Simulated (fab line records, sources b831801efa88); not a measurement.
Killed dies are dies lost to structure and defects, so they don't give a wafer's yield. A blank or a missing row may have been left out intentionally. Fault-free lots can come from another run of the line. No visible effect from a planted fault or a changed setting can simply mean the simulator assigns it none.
One fault through the eyes of 2 desks -- flow gf180mcu -- each desk has only its own numbers; what lay behind them comes last

## AT THE METROLOGY DESK
What the gauges read, lot by lot, whatever tool the lot ran on: means of the sampled wafers that have a number. Any lot whose mean is over 4 standard deviations away from the usual mean is out of limits and marked OUT; that distance is given in the brackets.
Columns: A = V1_CVD_00_THK at GF_V1_THK_MEAS_01, usual 600 nm; B = V1_W_RS at GF_V1_RS_MEAS_24, usual 0.3280 ohm/sq; C = V1_W_THK at GF_V1_THK_MEAS_25, usual 345 nm
lot,first seen here,A,B,C
L159,day 17 00:40,598,0.3300,340
L170,day 21 05:29,597,0.3357,339
L171,day 21 10:18,601,0.3265,345
L175,day 23 12:56,604,0.3260,347
L177,day 24 06:38,596,0.3305,341
L176,day 24 08:33,600,0.3287,343
L178,day 24 10:34,605,0.3312,342
L179,day 24 13:00,592,0.3270,346
L180,day 24 15:56,594,0.3309,343
L181,day 24 17:17,599,0.3270,347
L182,day 25 13:26,601,0.3294,342
Finding of this desk: none of the 11 lots has anything out of limits.

## FOR THE TOOL OWNER'S DESK: cvdW-01
The tool's own readings at GF_V1_CVD_23 (deposits W, target thk 350 nm, time 105.05 s): means of the sampled wafers that have a number, for each lot that ran on this tool. Any lot whose mean is over 4 standard deviations away from the usual mean is out of limits and marked OUT; that distance is given in the brackets.
Columns: A = heaterPowerW at GF_V1_CVD_23, usual 869 W
lot,first seen here,A
L170,day 22 06:01,865
L175,day 24 10:16,844
L177,day 25 05:35,847
L176,day 25 07:24,847
L178,day 25 09:34,856
L180,day 25 15:02,846
L181,day 25 16:11,847
Finding of this desk: none of the 7 lots has anything out of limits.

## PUT TOGETHER
At the metrology desk, nothing out of limits was observed.
The desk of the tool owner found nothing out of limits.

## WHAT THE SIMULATOR HAD INSERTED
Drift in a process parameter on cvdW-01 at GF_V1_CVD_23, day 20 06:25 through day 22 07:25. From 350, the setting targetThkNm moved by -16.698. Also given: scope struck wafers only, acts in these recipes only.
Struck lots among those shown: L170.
